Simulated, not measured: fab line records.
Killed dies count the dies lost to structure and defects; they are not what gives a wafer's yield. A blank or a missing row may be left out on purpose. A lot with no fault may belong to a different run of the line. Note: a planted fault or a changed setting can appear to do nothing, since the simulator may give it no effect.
What tool caused it? -- flow gf180mcu -- Sampling: 12 lots, 36 wafers, 5 of 602 route steps

== WHAT THE GAUGES READ, wafer by wafer ==
GF_NWELL_TW_MEAS_11.
lot,measured,on,NWELL_TW
L803,day 3 15:11,filmMetro-02,1569 1571 1574
L805,day 3 23:14,filmMetro-04,1565 1566 1563
L809,day 4 23:23,filmMetro-04,1583 1576 1572
L815,day 6 07:28,filmMetro-01,1595 1591 1590
L818,day 6 23:22,filmMetro-04,1569 1572 1564
L819,day 7 05:41,filmMetro-04,1569 1561 1560
L820,day 7 12:26,filmMetro-02,1592 1588 1585
L822,day 7 21:22,filmMetro-04,1560 1565 1560
L823,day 8 02:52,filmMetro-04,1566 1568 1569
L824,day 8 07:35,filmMetro-02,1567 1570 1566

GF_VT_IMPLANT_OVL_MEAS_07.
lot,measured,on,VT_IMPLANT_OVL (nm)
L803,day 5 22:08,overlay-02,-3.3 -2.6 -1.1
L805,day 6 08:37,overlay-02,-0.8 -2.9 -1.4
L809,day 7 11:46,overlay-01,-1.6 0.1 -3.1
L815,day 8 23:46,overlay-02,-1.1 -1.9 0.4
L818,day 9 17:49,overlay-01,-1.1 -1.3 -2.0
L819,day 10 00:35,overlay-01,1.6 3.4 0.0
L820,day 10 08:19,overlay-02,1.4 0.2 -0.6
L822,day 10 18:50,overlay-02,-1.2 -1.7 -1.6
L823,day 10 23:50,overlay-02,-3.2 -0.5 -2.0
L824,day 11 06:31,overlay-01,-2.0 0.0 0.9

GF_HV_LDD_THK_MEAS_55.
lot,measured,on,HV_LDD_CVD_54_THK (nm)
L803,day 12 23:31,filmMetro-02,9.72 9.77 9.82
L805,day 13 11:05,filmMetro-04,10.00 9.92 9.97
L809,day 14 23:04,filmMetro-04,9.93 9.92 10.07
L815,day 16 19:50,filmMetro-02,10.22 10.26 10.40
L818,day 17 23:17,filmMetro-02,9.84 9.80 9.87
L819,day 18 07:46,filmMetro-01,10.10 10.21 10.15
L820,day 18 19:39,filmMetro-04,10.17 10.25 10.07
L822,day 19 06:19,filmMetro-02,9.99 10.05 10.05
L823,day 19 09:23,filmMetro-01,9.80 9.93 10.03
L824,day 19 22:44,filmMetro-02,10.00 9.87 9.99

== WHICH TOOL RAN EACH LOT (tool, then ch and the chambers of the sampled wafers, then the start) ==
lot,GF_STI_ETCH_13,GF_STI_STRIP_15
L803,"rieDiel-04 ch 0,1, day 2 08:51","plasmaAsher-02 ch 0,1, day 2 09:00"
L805,"rieDiel-02 ch 2,3, day 2 16:14","plasmaAsher-01 ch 0,1, day 2 16:26"
L807,"rieDiel-04 ch 2,3, day 3 03:07","plasmaAsher-01 ch 0,1, day 3 03:16"
L808,"rieDiel-02 ch 0,1,2, day 3 09:42","plasmaAsher-01 ch 0,1, day 3 09:51"
L809,"rieDiel-02 ch 0,2,3, day 3 13:45","plasmaAsher-03 ch 0,1, day 3 13:54"
L815,"rieDiel-04 ch 2,3, day 4 21:35","plasmaAsher-02 ch 1, day 4 21:45"
L818,"rieDiel-04 ch 0,3, day 5 12:14","plasmaAsher-02 ch 0,1, day 5 12:23"
L819,"rieDiel-01 ch 1,2,3, day 5 17:56","plasmaAsher-02 ch 0,1, day 5 18:05"
L820,"rieDiel-01 ch 0,1, day 6 00:10","plasmaAsher-03 ch 0, day 6 00:19"
L822,"rieDiel-04 ch 0,1,3, day 6 08:27","plasmaAsher-02 ch 0,1, day 6 08:36"
L823,"rieDiel-01 ch 0,1,2, day 6 13:37","plasmaAsher-02 ch 0,1, day 6 13:46"
L824,"rieDiel-01 ch 0,2,3, day 6 18:52","plasmaAsher-02 ch 0,1, day 6 19:01"
- GF_STI_ETCH_13: etches the open film in CHF3/O2, stops on Si, target depth 282.31 nm, time 112.9 s.
- GF_STI_STRIP_15: strips in O2/N2.

== AS READ BY THE TOOLS THEMSELVES (means over the sampled wafers that have a number; for cases with no such wafer, the mark the record gives instead) ==
GF_STI_ETCH_13.
lot,tool,O2_flow_sccm (sccm),biasW (W),drypumpMotorCurrentA (A),oesProductAu (a.u.),throttleValvePct (%)
L803,rieDiel-04,4.991,199.9,5.9,0.824,8.812
L805,rieDiel-02,4.990,199.7,5.9,0.831,8.807
L807,rieDiel-04,-,-,-,-,-
L808,rieDiel-02,-,-,-,-,-
L809,rieDiel-02,5.003,200.3,5.8,0.832,8.808
L815,rieDiel-04,4.996,200.0,6.5,0.832,8.816
L818,rieDiel-04,4.999,199.9,6.3,0.821,8.806
L819,rieDiel-01,4.995,199.9,5.5,0.832,8.822
L820,rieDiel-01,4.993,200.5,5.5,0.835,8.815
L822,rieDiel-04,4.998,200.3,6.1,0.840,8.807
L823,rieDiel-01,5.007,200.1,5.4,0.829,8.812
L824,rieDiel-01,4.990,200.6,5.5,0.833,8.810

GF_STI_STRIP_15.
lot,tool,drypumpMotorCurrentA (A),heaterPowerW (W),o2FlowSccm (sccm),oesProductAu (a.u.),stripTimeToEndpointS (s)
L803,plasmaAsher-02,5.62,341,3006,0.386,3.78
L805,plasmaAsher-01,5.31,292,2998,0.386,3.77
L807,plasmaAsher-01,5.32,295,2988,0.486,6.21
L808,plasmaAsher-01,5.32,292,3008,0.486,6.21
L809,plasmaAsher-03,5.71,348,2996,0.383,3.73
L815,plasmaAsher-02,5.80,348,3000,0.382,3.74
L818,plasmaAsher-02,5.71,351,2995,0.389,3.78
L819,plasmaAsher-02,5.61,345,2997,0.384,3.75
L820,plasmaAsher-03,5.73,327,2998,0.379,3.71
L822,plasmaAsher-02,5.70,347,2983,0.383,3.76
L823,plasmaAsher-02,5.70,351,2995,0.380,3.78
L824,plasmaAsher-02,5.70,349,2995,0.388,3.73

== THE ANSWER, worked out from the rows above alone ==
Rule: the usual values come from the lots themselves. The widest of any qualifying gaps counts: lots, ordered by their means at a reading, are off when they make up no more than a third of the lots, leave a main group of 4 or more, and stand apart from it by 3 or more times the standard deviation of that group's means. A main group whose means are all the same, to the digits that the tables above print for the reading, isn't used. Also off: a lot with no number at a reading for which 4 or more lots have one. All remaining lots with rows at the step are treated as sound. The gauges are gone through in route order, then the tools' own readings, and for those a lot's mean is taken as printed above. At the first step where some lot is off, the reading lying furthest off is the one used; lots without a number count as furthest.
Off: L807, L808, at GF_STI_ETCH_13 (O2_flow_sccm). Without a number there: L807, L808. For the main group the mean is 4.996 sccm and the standard deviation 0.0054.
A tool fits if, at that step or a process step before it, it ran every lot that is off, and no sound lot after the first of them. Not one of the candidates tried fits.

== WHAT HAD BEEN PUT IN BY THE SIMULATOR ==
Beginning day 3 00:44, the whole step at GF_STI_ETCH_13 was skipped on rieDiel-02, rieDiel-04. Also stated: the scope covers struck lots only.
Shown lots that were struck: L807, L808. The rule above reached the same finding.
